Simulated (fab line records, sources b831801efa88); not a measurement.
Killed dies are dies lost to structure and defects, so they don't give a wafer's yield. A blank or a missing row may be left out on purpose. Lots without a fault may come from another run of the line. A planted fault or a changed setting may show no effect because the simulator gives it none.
fab line records | flow sfq_line
record lots=14 wafers=42 last_day=100
route steps=325 shown M0@38 JJ@182 M6@264
lots that met no fault: from a run of the same line without faults
start_h: hours from the record's first day to the start of the lot's first wafer shown | wait_h: hours since the lot's step before | " the same as in the row above | L1.1+2: a row that stands for several wafers | - no value, or no start given | * or withheld: withheld | < > ~ a bound
route shown NAME@n: a module of which the file shows steps, and the number in the route of the first | usual: mean/standard deviation of fault-free wafers | same: alike in all rows | chamber/n: place in a boat | sites: the reading at each site | _std_site: their standard deviation | _edge_site: outer sites' mean less inner sites' | radius_mm: how far each site lies from the wafer's centre | mask NAME#n: copy n | behind: the tool/chamber that last shaped the wafer | hold: why the lot was held/for how many hours/how that ended | device: the transistor (n, p or np) that didn't switch | end of line: the same wafers' tests at the end of the route | a step without rows: its recipe alone | killed: dies lost to structure and defects at the first sort, not the wafer's yield | map: a wafer's dies, x killed, . not, _ none there
set.NAME: the setting as run; set.NAME@STEP: as run at that earlier step | model.NAME: the simulator's own value behind a step, which no gauge read
steps of the route over a sample of lots; a table a step, a row a wafer
services: from which hour (start_h, from the record's first day; less than 0 if before it) a tool's chamber was out of use, for how many hours, and why
## steps
# step SFQ_M0_OVL_MEAS_906
# usual M0_OVL=-2/4.7
# columns lot.wafer tool chamber start_h wait_h M0_OVL[nm]
L873.1 overlay-02 - 285.04 0.1 10
L873.2 " - " " 0
L873.3 " - " " -3
L875.2 overlay-01 - 307.85 0.1 -5
L875.4 " - " " -1
L875.6 " - " " -2
L877.2 overlay-01 - 332.60 0.1 0
L877.4 " - " " 1
L877.6 " - " " 2
L878.1 overlay-01 - 342.19 0.1 -1
L878.4 " - " " 0
L878.5 " - " " -5
L880.1 overlay-01 - 360.55 0.1 2
L880.3 " - " " 4
L880.5 " - " " 0
L881.1 overlay-01 - 365.35 0.1 -11
L881.2 " - " " -10
L881.4 " - " " -13
L882.3 overlay-02 - 372.66 0.1 -9
L882.4 " - " " -2
L882.6 " - " " 2
L884.3 overlay-01 - 384.66 0.1 -4
L884.4 " - " " -2
L884.6 " - " " -2
L885.1 overlay-02 - 389.45 0.1 -3
L885.3 " - " " -2
L885.5 " - " " 1
L886.1 overlay-02 - 394.25 0.1 10
L886.5 " - " " 6
L886.6 " - " " 5
L889.1 overlay-02 - 417.17 0.1 5
L889.5 " - " " 2
L889.6 " - " " 2
L891.3 overlay-02 - 427.99 0.1 -12
L891.5 " - " " -5
L891.6 " - " " -5
L892.3 overlay-01 - 436.51 0.1 6
L892.4 " - " " 5
L892.6 " - " " 6
L896.1 overlay-01 - 472.05 0.1 -4
L896.3 " - " " 2
L896.6 " - " " -5
# step SFQ_TRILAYER_JJ_TRILAYER_DEP_SPUTTER_112
# recipe material=Nb base_pressure_pa=1.33e-06 chamber_pressure_pa=0.1333 substrate_temp_c=20 target_thk_nm=170 power_w=2000 time_s=113.3
# usual cathode_dc_power_W=1999.9/0.36 throttle_valve_pct=30.0/1.1
# columns lot.wafer tool chamber start_h wait_h cathode_dc_power_W throttle_valve_pct
L873.1 pvd_sputter-06 - 1351.19 0.5 1999.4 30.3
L873.2 " - " " 1999.8 32.4
L873.3 " - " " 2000.2 29.7
L875.2 pvd_sputter-04 - 1386.57 0.5 2000.5 29.4
L875.4 " - " " 2000.0 30.4
L875.6 " - " " 1999.5 29.3
L877.2 pvd_sputter-03 - 1400.52 0.5 2000.1 30.9
L877.4 " - " " 2000.4 30.5
L877.6 " - " " 2000.1 29.5
L878.1 pvd_sputter-03 - 1407.73 0.5 2000.4 31.2
L878.4 " - " " 1999.8 29.4
L878.5 " - " " 2000.0 29.8
L880.1 pvd_sputter-04 - 1442.51 0.5 1999.8 30.7
L880.3 " - " " 1999.1 28.8
L880.5 " - " " 1999.6 30.4
L881.1 pvd_sputter-03 - 1444.13 0.5 1999.9 30.3
L881.2 " - " " 1999.9 31.0
L881.4 " - " " 1999.5 30.4
L882.3 pvd_sputter-06 - 1457.46 0.5 1999.9 32.3
L882.4 " - " " 1999.8 29.6
L882.6 " - " " 2000.4 29.6
L884.3 pvd_sputter-06 - 1479.79 0.5 1999.7 29.4
L884.4 " - " " 1999.9 32.6
L884.6 " - " " 1999.8 30.6
L885.1 pvd_sputter-03 - 1485.39 0.5 1999.5 29.3
L885.3 " - " " 2000.2 30.5
L885.5 " - " " 2000.0 30.4
L886.1 pvd_sputter-03 - 1488.79 0.5 1999.6 30.6
L886.5 " - " " 1999.3 30.4
L886.6 " - " " 2000.0 30.5
L889.1 pvd_sputter-04 - 1581.53 0.5 2000.8 28.4
L889.5 " - " " 2000.0 30.4
L889.6 " - " " 1999.9 28.8
L891.3 pvd_sputter-06 - 1589.93 0.5 2000.1 29.4
L891.5 " - " " 2000.3 29.2
L891.6 " - " " 1999.7 32.7
L892.3 pvd_sputter-04 - 1591.13 0.5 2000.4 29.1
L892.4 " - " " 1999.8 30.5
L892.6 " - " " 2000.0 30.4
L896.1 pvd_sputter-06 - 1620.20 0.5 1999.4 30.4
L896.3 " - " " 2000.4 29.1
L896.6 " - " " 2000.3 32.3
# step SFQ_JJ_RS_MEAS_929
# recipe thk_meas_gauge=four-point-probe reads=Nb_of_TRILAYER_JJ_TRILAYER_DEP_SPUTTER_112
# usual JJ_NB_RS=1.048/0.012
# columns lot.wafer tool chamber start_h wait_h JJ_NB_RS[ohm/sq]
L873.1 film_metro-03 - 1351.27 0.0 1.054
L873.2 " - " " 1.053
L873.3 " - " " 1.054
L875.2 film_metro-03 - 1386.67 0.1 1.063
L875.4 " - " " 1.054
L875.6 " - " " 1.065
L877.2 film_metro-04 - 1400.62 0.1 1.043
L877.4 " - " " 1.056
L877.6 " - " " 1.060
L878.1 film_metro-01 - 1407.81 0.0 1.040
L878.4 " - " " 1.056
L878.5 " - " " 1.054
L880.1 film_metro-01 - 1442.59 0.0 1.051
L880.3 " - " " 1.055
L880.5 " - " " 1.049
L881.1 film_metro-03 - 1444.21 0.0 1.048
L881.2 " - " " 1.044
L881.4 " - " " 1.059
L882.3 film_metro-03 - 1457.58 0.1 1.025
L882.4 " - " " 1.019
L882.6 " - " " 1.021
L884.3 film_metro-03 - 1479.91 0.1 1.043
L884.4 " - " " 1.051
L884.6 " - " " 1.040
L885.1 film_metro-01 - 1485.47 0.0 1.061
L885.3 " - " " 1.051
L885.5 " - " " 1.040
L886.1 film_metro-03 - 1488.87 0.0 1.036
L886.5 " - " " 1.033
L886.6 " - " " 1.050
L889.1 film_metro-01 - 1581.61 0.0 1.059
L889.5 " - " " 1.065
L889.6 " - " " 1.055
L891.3 film_metro-03 - 1590.05 0.1 0.719
L891.5 " - " " 0.720
L891.6 " - " " 0.723
L892.3 film_metro-01 - 1591.25 0.1 1.059
L892.4 " - " " 1.057
L892.6 " - " " 1.063
L896.1 film_metro-01 - 1620.28 0.0 0.721
L896.3 " - " " 0.723
L896.6 " - " " 0.724
# step SFQ_JJ_OVL_MEAS_931
# usual J5_OVL=0/6.5
# columns lot.wafer tool chamber start_h wait_h J5_OVL[nm]
L873.1 overlay-01 - 1479.18 0.1 -3
L873.2 " - " " -1
L873.3 " - " " -3
L875.2 overlay-01 - 1507.33 0.1 -3
L875.4 " - " " 0
L875.6 " - " " -4
L877.2 overlay-02 - 1520.53 0.1 5
L877.4 " - " " 1
L877.6 " - " " 2
L878.1 overlay-02 - 1526.52 0.1 -14
L878.4 " - " " -9
L878.5 " - " " -10
L880.1 overlay-01 - 1547.05 0.1 -3
L880.3 " - " " 2
L880.5 " - " " 7
L881.1 overlay-01 - 1548.25 0.1 -1
L881.2 " - " " 3
L881.4 " - " " 1
L882.3 overlay-01 - 1553.06 0.1 12
L882.4 " - " " 9
L882.6 " - " " 10
L884.3 overlay-01 - 1562.66 0.1 -3
L884.4 " - " " -4
L884.6 " - " " -5
L885.1 overlay-01 - 1565.05 0.1 13
L885.3 " - " " 6
L885.5 " - " " 9
L886.1 overlay-01 - 1569.85 0.1 -2
L886.5 " - " " 0
L886.6 " - " " -10
L889.1 overlay-02 - 1585.04 0.1 1
L889.5 " - " " 6
L889.6 " - " " -2
L891.3 overlay-02 - 1593.46 0.1 0
L891.5 " - " " 0
L891.6 " - " " -2
L892.3 overlay-02 - 1594.66 0.1 -2
L892.4 " - " " -5
L892.6 " - " " 1
L896.1 overlay-02 - 1628.44 0.1 -7
L896.3 " - " " -4
L896.6 " - " " -3
# step SFQ_TRILAYER_M6_STRIP_STRIP_163
# recipe gas=O2 power_w=200 platen_temp_c=40 overash_fraction=0.65 chemistry=O2 pressure_mtorr=50
# usual drypump_motor_current_A=6.0/0.42 oes_product_au=1.003/0.0094
# columns lot.wafer tool chamber start_h wait_h drypump_motor_current_A oes_product_au rf_hours_counter_h
L873.1 rie_metal-04 1 1792.08 0.1 6.1 1.009 78
L873.2 " 0 " " 6.7 1.004 19
L873.3 " 1 " " 6.1 0.999 -
L875.2 rie_metal-04 0 1824.49 0.1 6.7 1.001 23
L875.4 " 1 " " 6.1 1.016 -
L875.6 " 1 " " 6.1 1.011 -
L877.2 rie_metal-02 0 1829.29 0.1 5.6 0.999 2
L877.4 " 0 " " 5.6 0.988 -
L877.6 " 0 " " 5.6 1.003 -
L878.1 rie_metal-04 0 1867.74 0.1 6.7 1.006 29
L878.4 " 1 " " 6.1 1.010 -
L878.5 " 0 " " 6.7 1.013 -
L880.1 rie_metal-02 0 1908.67 0.1 5.6 1.011 13
L880.3 " 0 " " 5.6 0.984 -
L880.5 " 0 " " 5.6 0.993 -
L881.1 rie_metal-02 0 1915.87 0.1 5.5 0.983 14
L881.2 " 1 " " 6.4 1.003 50
L881.4 " 1 " " 6.3 1.002 -
L882.3 rie_metal-02 0 1938.99 0.2 5.6 0.986 -
L882.4 " 1 " " 6.4 1.005 -
L882.6 " 1 " " 6.3 1.021 -
L884.3 rie_metal-01 0 2007.74 0.2 5.8 0.998 -
L884.4 " 1 " " 5.5 0.997 -
L884.6 " 0 " " 5.8 1.019 -
L885.1 rie_metal-04 0 2008.74 0.1 6.7 1.004 48
L885.3 " 1 " " 6.1 1.005 -
L885.5 " 0 " " 6.7 1.001 -
L886.1 rie_metal-01 1 2015.61 0.1 5.5 0.992 64
L886.5 " 0 " " 5.8 1.011 -
L886.6 " 1 " " 5.5 1.009 -
L889.1 rie_metal-01 0 2046.93 0.1 5.9 0.996 105
L889.5 " 1 " " 5.5 0.989 -
L889.6 " 0 " " 5.9 0.998 -
L891.3 rie_metal-01 1 2050.73 0.2 5.5 0.998 -
L891.5 " 1 " " 5.5 0.999 -
L891.6 " 0 " " 5.8 1.012 -
L892.3 rie_metal-02 0 2051.93 0.2 5.6 0.999 -
L892.4 " 1 " " 6.3 1.006 -
L892.6 " 1 " " 6.3 1.012 -
L896.1 rie_metal-02 0 2075.93 0.1 5.6 1.004 36
L896.3 " 0 " " 5.6 1.010 -
L896.6 " 1 " " 6.3 1.008 -
## services
# columns tool chamber start_h hours kind
rie_metal-04 - 1335.74 2.8 pm
rie_metal-02 - 1366.26 2.8 pm
rie_metal-02 1 1373.43 2.6 repair
pvd_sputter-06 - 1376.31 3.2 repair
rie_metal-04 0 1399.92 19.3 repair
rie_metal-01 - 1434.22 0.7 repair
rie_metal-01 - 1452.93 2.8 pm
rie_metal-02 1 1458.45 2.2 repair
rie_metal-02 0 1495.85 15.1 repair
rie_metal-01 - 1565.26 1.2 repair
rie_metal-04 0 1590.23 15.3 repair
pvd_sputter-03 - 1592.08 5.6 repair
pvd_sputter-03 - 1653.92 1.0 repair
rie_metal-02 - 1688.57 1.2 repair
pvd_sputter-03 - 1705.73 11.2 repair
pvd_sputter-03 - 1728.85 1.0 repair
pvd_sputter-03 - 1745.38 4.1 repair
pvd_sputter-06 - 1754.34 3.4 repair
pvd_sputter-06 - 1781.43 14.8 repair
pvd_sputter-06 - 1957.23 0.8 repair
pvd_sputter-03 - 1986.94 2.1 repair
pvd_sputter-06 - 1991.78 3.5 repair
rie_metal-02 - 2020.10 0.9 repair
pvd_sputter-03 - 2050.67 8.9 repair
## key
first_sign step=SFQ_JJ_RS_MEAS_929 reading=JJ_NB_RS direction=down sigmas=27 usual=1.048 struck=0.722
effect none on later readings
met_at SFQ_TRILAYER_JJ_TRILAYER_DEP_SPUTTER_112
struck_lots L891,L896
not_acting_at SFQ_M0_OVL_MEAS_906,SFQ_JJ_OVL_MEAS_931,SFQ_TRILAYER_M6_STRIP_STRIP_163
onset_between 1479.79 1589.93
fault kind=process_parameter_drift tool=pvd_sputter-06 chamber=- onset_h=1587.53 steps=SFQ_TRILAYER_JJ_TRILAYER_DEP_SPUTTER_112 channel=target_thk_nm offset=74.484 shape=step end_h=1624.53 acts_in=these_recipes_only stated=170
